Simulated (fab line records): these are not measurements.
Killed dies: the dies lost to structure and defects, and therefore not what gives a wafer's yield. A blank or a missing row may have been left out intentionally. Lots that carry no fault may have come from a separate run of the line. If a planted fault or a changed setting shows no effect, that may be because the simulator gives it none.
A single fault, viewed from 2 desks | flow sky130 | each desk holds nothing but its own numbers, with what lay behind them at the end

== THE METROLOGY DESK ==
Lot by lot, what the gauges showed, no matter which tool ran the lot: averages of those sampled wafers that carry a number. A lot is out of limits, marked OUT, if its mean lies more than 4 standard deviations from the usual mean; the brackets give that distance.
Columns: A = VT_ADJUST_LVTN_TW at SKY_VT_ADJUST_LVTN_TW_MEAS_10, usual 242.3; B = GATE_OXIDE_OXIDATION_00_THK at SKY_GATE_OXIDE_THK_MEAS_02, usual 10.23 nm
lot  | first seen here | A     | B
L602 | day 7 04:15     | 239.4 | 10.52
L603 | day 7 11:45     | 242.9 | 10.28
L606 | day 8 12:09     | 242.9 | 10.14
L605 | day 8 12:56     | 239.7 | 10.34
L608 | day 8 18:56     | 245.9 | 10.25
L611 | day 9 15:16     | 240.7 | 10.21
L612 | day 9 21:10     | 242.7 | 12.54 (+11) OUT
L613 | day 10 01:44    | 239.6 | 12.48 (+10) OUT
L621 | day 12 08:49    | 241.1 | 10.45
L623 | day 12 19:45    | 242.6 | 9.86
L624 | day 13 07:39    | 242.2 | 10.11
This desk finds L612, L613 out of limits, with the earliest case on L613 at day 16 14:50 (GATE_OXIDE_OXIDATION_00_THK at SKY_GATE_OXIDE_THK_MEAS_02). Within limits: L602, L603, L606, L605, L608, L611, L621, L623, L624.

== DESK OF THE TOOL OWNER: furnace-01 ==
The tool's own readings at SKY_GATE_OXIDE_OXIDATION_01 (stabilise 600 s, purge 300 s, target thk 10.268 nm): means of the sampled wafers that have a number, for each lot that ran on this tool. A lot is out of limits, marked OUT, if its mean lies more than 4 standard deviations from the usual mean; the brackets give that distance.
Columns: A = spikeTcBottomC at SKY_GATE_OXIDE_OXIDATION_01, usual 918.8 C; B = spikeTcCentreC at SKY_GATE_OXIDE_OXIDATION_01, usual 900.7 C; C = spikeTcLowerC at SKY_GATE_OXIDE_OXIDATION_01, usual 899.4 C; D = spikeTcTopC at SKY_GATE_OXIDE_OXIDATION_01, usual 909.1 C; E = spikeTcUpperC at SKY_GATE_OXIDE_OXIDATION_01, usual 899.3 C; F = tubeCenterTempC at SKY_GATE_OXIDE_OXIDATION_01, usual 900 C; G = tube_center_temp_C_max at SKY_GATE_OXIDE_OXIDATION_01, usual 902.2
lot  | first seen here | A               | B               | C               | D                | E               | F                     | G
L602 | day 12 23:31    | 918.2           | 899.9           | 900.5           | 908.8            | 899.3           | 900                   | 902.4
L606 | day 14 15:23    | 918.2           | 900.2           | 899.7           | 907.9            | 900.0           | 900                   | 902.0
L605 | day 14 16:48    | 918.7           | 900.9           | 899.4           | 908.7            | 898.8           | 900                   | 902.7
L608 | day 16 01:00    | 918.8           | 900.1           | 898.9           | 908.1            | 900.1           | 900                   | 902.1
L611 | day 16 01:00    | 918.9           | 901.0           | 899.9           | 907.3            | 899.6           | 900                   | 902.2
L612 | day 16 13:25    | 937.6 (+19) OUT | 920.0 (+16) OUT | 918.0 (+19) OUT | 926.9 (+8.5) OUT | 918.2 (+19) OUT | 919 (+99 or more) OUT | 920.6 (+48) OUT
L613 | day 16 13:25    | 937.1 (+18) OUT | 919.2 (+15) OUT | 918.3 (+19) OUT | 925.9 (+8.0) OUT | 917.2 (+18) OUT | 918 (+99 or more) OUT | 920.5 (+48) OUT
L623 | day 21 07:13    | 918.3           | 900.9           | 900.1           | 907.3            | 898.7           | 900                   | 902.0
L624 | day 21 07:13    | 918.2           | 899.2           | 900.0           | 908.2            | 899.0           | 900                   | 902.2
This desk finds L612, L613 out of limits, L612 being first, at day 16 13:25 (spikeTcBottomC at SKY_GATE_OXIDE_OXIDATION_01). Within limits: L602, L606, L605, L608, L611, L623, L624.

== ALL TOGETHER ==
An alarm could have come from the tool owner's desk at day 16 13:25, on L612, L613.
Metrology desk: alarm possible at day 16 14:50 on L612, L613.
Of the lots named, all ran SKY_GATE_OXIDE_OXIDATION_01 on furnace-01.

== WHAT THE SIMULATOR HAD INSERTED ==
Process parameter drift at SKY_GATE_OXIDE_OXIDATION_01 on furnace-01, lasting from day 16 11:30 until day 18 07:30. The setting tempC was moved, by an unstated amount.
Shown lots that were struck: L612, L613.
Time in hours from fault onset to the first out-of-limits reading at each desk: tool owner's desk 2, metrology desk 3.
